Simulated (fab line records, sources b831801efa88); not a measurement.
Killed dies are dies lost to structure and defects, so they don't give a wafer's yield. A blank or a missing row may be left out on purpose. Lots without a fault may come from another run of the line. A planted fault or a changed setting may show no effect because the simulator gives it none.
Which tool did it? | flow sky130 | 14 lots, 42 wafers sampled, at 4 steps of a route of 708

WHAT THE GAUGES READ, wafer by wafer
SKY_METAL2_THK_MEAS_06: measures by xrf.
lot  | measured     | on            | METAL2_ALCU_THK (nm)
L366 | day 33 15:50 | film_metro-04 | 242.9 242.8 246.9
L368 | day 34 13:10 | film_metro-04 | 248.8 247.0 249.2
L369 | day 34 20:17 | film_metro-03 | 248.7 249.1 245.5
L370 | day 35 05:32 | film_metro-04 | 248.6 250.4 251.7
L374 | day 36 12:10 | film_metro-01 | 240.5 236.2 241.8
L375 | day 37 01:55 | film_metro-03 | 249.0 246.7 248.6
L376 | day 37 10:54 | film_metro-03 | 247.2 250.6 250.5
L377 | day 37 13:57 | film_metro-03 | 247.8 248.5 247.5
L378 | day 37 21:55 | film_metro-04 | 244.8 246.4 247.8
L379 | day 38 01:19 | film_metro-01 | 245.4 247.4 245.0
L385 | day 39 19:04 | film_metro-04 | 248.1 250.1 247.2
L386 | day 40 00:01 | film_metro-04 | 244.5 247.8 247.4
L387 | day 40 05:07 | film_metro-04 | 244.4 244.6 245.8
L389 | day 42 06:25 | film_metro-01 | 250.3 249.3 249.5

SKY_VIA3_THK_MEAS_01.
lot  | measured     | on            | VIA3_HDPCVD_THK (nm)
L366 | day 38 04:47 | film_metro-04 | 1641 1610 1606
L368 | day 39 01:54 | film_metro-03 | 1636 1625 1625
L369 | day 39 08:25 | film_metro-03 | 1645 1634 1621
L370 | day 39 15:58 | film_metro-03 | 1626 1652 1634
L374 | day 41 05:56 | film_metro-02 | 1641 1664 1650
L375 | day 41 08:26 | film_metro-03 | 1645 1627 1625
L376 | day 41 13:16 | film_metro-03 | 1654 1660 1639
L377 | day 41 17:45 | film_metro-04 | 1631 1610 1638
L378 | day 42 00:53 | film_metro-02 | 1643 1607 1614
L379 | day 42 06:34 | film_metro-03 | 1617 1608 1624
L385 | day 44 06:15 | film_metro-03 | 1622 1613 1622
L386 | day 44 08:50 | film_metro-02 | 1638 1636 1650
L387 | day 44 11:42 | film_metro-02 | 1648 1654 1667
L389 | day 46 03:59 | film_metro-02 | 1649 1654 1645

SKY_VIA3_BOW_MEAS_03.
lot  | measured     | on            | VIA3_BOW (um)
L366 | day 38 05:10 | film_metro-03 | 80 81 85
L368 | day 39 02:17 | film_metro-02 | 80 80 83
L369 | day 39 08:46 | film_metro-02 | 73 74 73
L370 | day 39 16:19 | film_metro-03 | 83 81 76
L374 | day 41 06:23 | film_metro-03 | 74 79 73
L375 | day 41 12:40 | film_metro-04 | 66 79 72
L376 | day 41 14:12 | film_metro-03 | 80 70 85
L377 | day 41 18:07 | film_metro-03 | 88 89 85
L378 | day 42 01:16 | film_metro-04 | 80 78 70
L379 | day 42 07:03 | film_metro-02 | 79 65 80
L385 | day 44 06:37 | film_metro-04 | 67 81 74
L386 | day 44 09:11 | film_metro-04 | 83 82 76
L387 | day 44 12:04 | film_metro-03 | 80 91 83
L389 | day 46 04:22 | film_metro-04 | 60 83 78

WHICH TOOL RAN EACH LOT (tool, then ch and the chambers of the sampled wafers, then the start)
lot  | SKY_LDD_LDN_HMDS_01
L366 | litho_track-03 ch 0, day 21 15:16
L368 | litho_track-03 ch 0, day 22 15:52
L369 | litho_track-03 ch 0, day 23 00:50
L370 | litho_track-01 ch 0, day 23 11:22
L374 | litho_track-03 ch 0, day 25 00:44
L375 | litho_track-03 ch 0, day 25 14:58
L376 | litho_track-01 ch 0, day 26 00:47
L377 | litho_track-03 ch 0, day 26 03:59
L378 | litho_track-02 ch 0, day 26 12:56
L379 | litho_track-01 ch 0, day 26 17:25
L385 | litho_track-03 ch 0, day 28 17:47
L386 | litho_track-02 ch 0, day 28 23:57
L387 | litho_track-01 ch 0, day 29 05:31
L389 | litho_track-02 ch 0, day 31 05:08
- SKY_LDD_LDN_HMDS_01: prime time 60 s.

WHAT THE TOOLS THEMSELVES READ (means of the sampled wafers that have a number; where no wafer has one, the mark that the record gives instead)
SKY_LDD_LDN_HMDS_01.
lot  | tool           | prime_temp_c (C)
L366 | litho_track-03 | 120.09
L368 | litho_track-03 | 119.96
L369 | litho_track-03 | 120.04
L370 | litho_track-01 | 119.95
L374 | litho_track-03 | 120.00
L375 | litho_track-03 | 121.27
L376 | litho_track-01 | 120.10
L377 | litho_track-03 | 121.23
L378 | litho_track-02 | 120.08
L379 | litho_track-01 | 119.87
L385 | litho_track-03 | 119.85
L386 | litho_track-02 | 120.06
L387 | litho_track-01 | 119.86
L389 | litho_track-02 | 119.96

THE ANSWER, worked out from the rows above alone
Rule: what is usual is taken from the lots themselves. Put in order of their means at a reading, lots are off if they are a third of the lots or fewer, leave a main group of 4 or more, and stand apart from it by a gap of 3 or more times the standard deviation of the main group's means; of several such gaps the widest counts. A main group whose means are all the same, to the digits that the tables above print for the reading, isn't used. A lot without any number at a reading at which 4 lots or more have one is off too. The other lots that the step has rows for count as sound. The gauges are gone through in route order, then the tools' own readings, and for those a lot's mean is taken as printed above. The first step at which some lot is off is used, and at that step the reading that is off furthest; a lot without a number counts as furthest.
Off: L375, L377, at SKY_LDD_LDN_HMDS_01 (prime_temp_c). The main group: mean 119.98 C, standard deviation 0.087.
A tool fits if, at that step or a process step before it, it ran every lot that is off, and no sound lot after the first of them. None of those tried fits.

WHAT THE SIMULATOR HAD PUT IN
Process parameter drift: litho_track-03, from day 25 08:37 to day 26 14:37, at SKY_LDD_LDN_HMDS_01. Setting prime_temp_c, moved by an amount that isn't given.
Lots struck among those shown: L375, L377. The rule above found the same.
